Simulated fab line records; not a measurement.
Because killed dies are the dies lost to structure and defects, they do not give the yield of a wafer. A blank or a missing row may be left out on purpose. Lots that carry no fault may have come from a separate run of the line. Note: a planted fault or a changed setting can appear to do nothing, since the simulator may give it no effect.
Chamber matching | flow sky130 | SKY_PASSIVATION_CVD_02 on pecvd-01: 3 sister chambers
The step deposits Si3N4, target thk 540 nm. 6 wafers are shown with their chamber, then 9 later ones without.

== WAFERS, EACH WITH ITS CHAMBER ==
wafer  | chamber | heater_power_w (W) | rf_fwd_power_W (W)
L085.6 | 1       | 765                | 450.3
L086.4 | 0       | 688                | 451.1
L086.6 | 2       | 488                | 450.6
L087.2 | 2       | 617                | 449.6
L087.5 | 0       | 710                | 448.1
L087.6 | 1       | 653                | 448.2

== WAFERS WITHOUT THEIR CHAMBER ==
wafer  | heater_power_w (W) | rf_fwd_power_W (W)
L093.1 | 641                | 448.8
L093.2 | 770                | 449.9
L093.6 | 540                | 449.0
L094.1 | 678                | 450.2
L094.2 | 527                | 451.0
L094.5 | 594                | 449.3
L095.1 | 695                | 447.0
L095.2 | 613                | 449.7
L095.5 | 501                | 451.0

== WHICH CHAMBER EACH ONE RAN IN ==
wafer  | from the rows above          | in truth
L093.1 | can't be placed: 0 or 1 or 2 | 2
L093.2 | can't be placed: 1 or 0      | 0
L093.6 | can't be placed: 2 or 0 or 1 | 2
L094.1 | can't be placed: 0 or 1 or 2 | 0
L094.2 | can't be placed: 2 or 0      | 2
L094.5 | can't be placed: 2 or 0 or 1 | 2
L095.1 | can't be placed: 1 or 0 or 2 | 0
L095.2 | can't be placed: 2 or 0 or 1 | 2
L095.5 | 2                            | 2
Correctly placed: 1 of 9. Unplaceable from these rows: 8, with the true chamber sitting among the candidates in 8. Wrongly placed: 0.
How it was worked out, from the rows above alone: a wafer's distance from a chamber is the root of the sum, over the readings, of the square of ((its reading less the chamber's mean) divided by the reading's scatter). The wafer belongs to the nearest chamber; if the next one is less than 2 further off, it can't be placed. For every chamber, the mean is computed from those of its wafers that are shown. The scatter is the square root of a quotient: the sum, over the shown wafers, of each reading's squared deviation from its chamber's mean, divided by wafers minus chambers.
